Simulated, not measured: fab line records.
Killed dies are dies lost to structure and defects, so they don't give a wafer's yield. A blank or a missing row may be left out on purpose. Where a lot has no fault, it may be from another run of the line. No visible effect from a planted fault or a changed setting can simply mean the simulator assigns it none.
Struck lot and sound lot, side by side :: flow gf180mcu :: 43 steps out of a route of 602
Sound: wafers L160.1, L160.3, L160.5. The struck wafers were L180.2, L180.4, L180.5. The cause is given at the end.
For every step that has rows: the tool of each side, followed by ch and its chambers, followed by its first start. Under that, the readings that differ: sound wafers :: struck wafers :: difference of the means :: sigmas: that difference in standard deviations of wafers without a fault.
alike: readings with means less than 2 such deviations apart, plus words and numbers identical on both sides. not compared: withheld readings, readings lacking a value on some wafer, bounds such as >300 that could conceal the same value, and numbers that have no deviation in the record and whose values overlap.
The two part at a step that has a row with sigmas, a row that says differs or no value, or rows on one side only. When numbers do not overlap yet have no deviation, they are printed without sigmas and do not part them. A reading missing from all wafers of one side parts the sides only when that side holds two or more wafers.

first, 5 steps without rows for these wafers: GF_CONTACT_COAT_09 (resist thk 1000 nm); GF_CONTACT_SOFTBAKE_10 (time 60 s); GF_CONTACT_EXPOSE_11 (exposes mask Contact, target cd 220 nm); GF_CONTACT_PEB_12 (peb time 90 s); GF_CONTACT_DEVELOP_13 (develop time 60 s).
GF_CONTACT_CD_MEAS_14: target cd 220 nm.
  sound on cd_sem-01, day 15 21:13; struck on cd_sem-02, day 23 09:38
  alike: cd_nm
GF_CONTACT_OVL_MEAS_15:
  sound on overlay-02, day 15 21:20; struck on overlay-01, day 23 09:44
  alike: CONTACT_OVL
then, 1 step without rows for these wafers: GF_CONTACT_ETCH_16 (etches BARC in N2/H2).
GF_CONTACT_ETCH_17: etches SiO2 in C4F8/O2/Ar, stops on CoSi2, target depth 860 nm.
  sound: rie_diel-02 ch 0,1; struck: rie_diel-03 ch 1,2
  alike: oes_product_au
then, 3 steps without rows for these wafers: GF_CONTACT_STRIP_18 (strips in O2/N2); GF_CONTACT_CLEAN_19 (cleans in SPM); GF_CONTACT_CLEAN_20 (cleans in DIW).
GF_CONTACT_CLEAN_21: cleans in dHF, time 20 s.
  sound on wet_bench-01 ch 0, day 15 21:49; struck on wet_bench-02 ch 1, day 23 10:13
then, 3 steps without rows for these wafers: GF_CONTACT_SPUTTER_22 (material Ti, target thk 15 nm, time 80.02 s); GF_CONTACT_SPUTTER_23 (material TiN, target thk 10 nm, time 40 s); GF_CONTACT_CVD_24 (deposits W, target thk 300 nm, time 90.339 s).
GF_CONTACT_RS_MEAS_25: measures by four-point-probe.
  sound on film_metro-02, day 15 22:02; struck on film_metro-02, day 23 10:27
  alike: CONTACT_W_RS
GF_CONTACT_THK_MEAS_26: measures by xrf.
  sound on film_metro-02, day 15 22:09; struck on film_metro-02, day 23 10:34
  alike: CONTACT_W_THK
GF_CONTACT_CMP_27: polishes, stops on SiO2, t overpolish 15 s, target thk 0 nm.
  sound on cmp-01 ch 0,3, day 15 22:13; struck on cmp-02 ch 0,1, day 23 10:37
reading: time_to_endpoint_s (s)
sound: 81 68 76
struck: 64 69 65
difference: -9
sigmas: -2
  alike: motor_current_A, overpolish_run_s, slurry_flow_ml_min
then, 1 step without rows for these wafers: GF_M1_SPUTTER_00 (material Ti, target thk 37.5 nm, time 150 s).
GF_M1_SPUTTER_01: material TiN, target thk 30 nm, time 25 s.
  sound on pvd_sputter-01, day 15 22:37; struck on pvd_sputter-03, day 23 11:01
  alike: throttle_valve_pct
GF_M1_SPUTTER_02: material AlCu, target thk 450 nm, time 23.9 s.
  sound on pvd_sputter-01, day 15 22:38; struck on pvd_sputter-03, day 23 11:02
  alike: throttle_valve_pct
then, 2 steps without rows for these wafers: GF_M1_SPUTTER_03 (material Ti, target thk 10 nm, time 6.7 s); GF_M1_SPUTTER_04 (material TiN, target thk 50 nm, time 41.7 s).
GF_M1_RS_MEAS_05: measures by four-point-probe.
  sound on film_metro-04, day 15 22:44; struck on film_metro-03, day 23 11:09
  alike: M1_ALCU_RS
GF_M1_THK_MEAS_06: measures by xrf.
  sound on film_metro-04, day 15 22:51; struck on film_metro-03, day 23 11:16
  alike: M1_ALCU_THK
then, 7 steps without rows for these wafers: GF_M1_DEHYDRATE_07 (time 60 s); GF_M1_HMDS_08 (prime time 60 s); GF_M1_COAT_09 (resist thk 1000 nm); GF_M1_SOFTBAKE_10 (time 60 s); GF_M1_EXPOSE_11 (exposes mask Metal1, target cd 230 nm); GF_M1_PEB_12 (peb time 90 s); GF_M1_DEVELOP_13 (develop time 60 s).
GF_M1_CD_MEAS_14: target cd 230 nm.
  sound on cd_sem-02, day 16 21:33; struck on cd_sem-01, day 24 09:28
  alike: cd_nm
GF_M1_OVL_MEAS_15:
  sound on overlay-02, day 16 21:40; struck on overlay-01, day 24 09:35
  alike: M1_OVL
then, 1 step without rows for these wafers: GF_M1_METAL_ETCH_16 (etches the open film in Cl2/BCl3, stops on SiO2, target depth 750.8 nm, time 125.1 s).
GF_M1_STRIP_17: strips in O2/N2.
  sound on plasma_asher-04 ch 0,1, day 16 21:50; struck on plasma_asher-03 ch 0,1, day 24 09:44
  alike: drypump_motor_current_A, heater_power_w, oes_product_au, strip_time_to_endpoint_s
  not compared: rf_hours_counter_h
then, 3 steps without rows for these wafers: GF_M1_STRIP_18 (strips in post etch residue remover, time 1200 s); GF_M1_CLEAN_19 (cleans in DIW); GF_V1_CVD_00 (deposits SiO2, target thk 600 nm, time 100 s).
GF_V1_THK_MEAS_01:
  sound on film_metro-02, day 16 22:27; struck on film_metro-01, day 24 10:23
  alike: V1_CVD_00_THK
then, 1 step without rows for these wafers: GF_V1_CVD_02 (deposits SiO2 from TEOS, target thk 850 nm, time 94.851 s).
-- the record jumps here: 10 days lie between the struck wafers' starts before and after (it left off in module V1 and takes up again in module PASSIVATION, whose first step shown is number 602 of the route) --
GF_PASSIVATION_PROBE_99:
  the record has rows for the struck wafers here (prober-02, day 34 11:29) and none for the sound ones

## WHERE THEY PART
Earliest at GF_CONTACT_CMP_27; latest, in this record, at GF_PASSIVATION_PROBE_99.

WHY: what had been put in by the simulator
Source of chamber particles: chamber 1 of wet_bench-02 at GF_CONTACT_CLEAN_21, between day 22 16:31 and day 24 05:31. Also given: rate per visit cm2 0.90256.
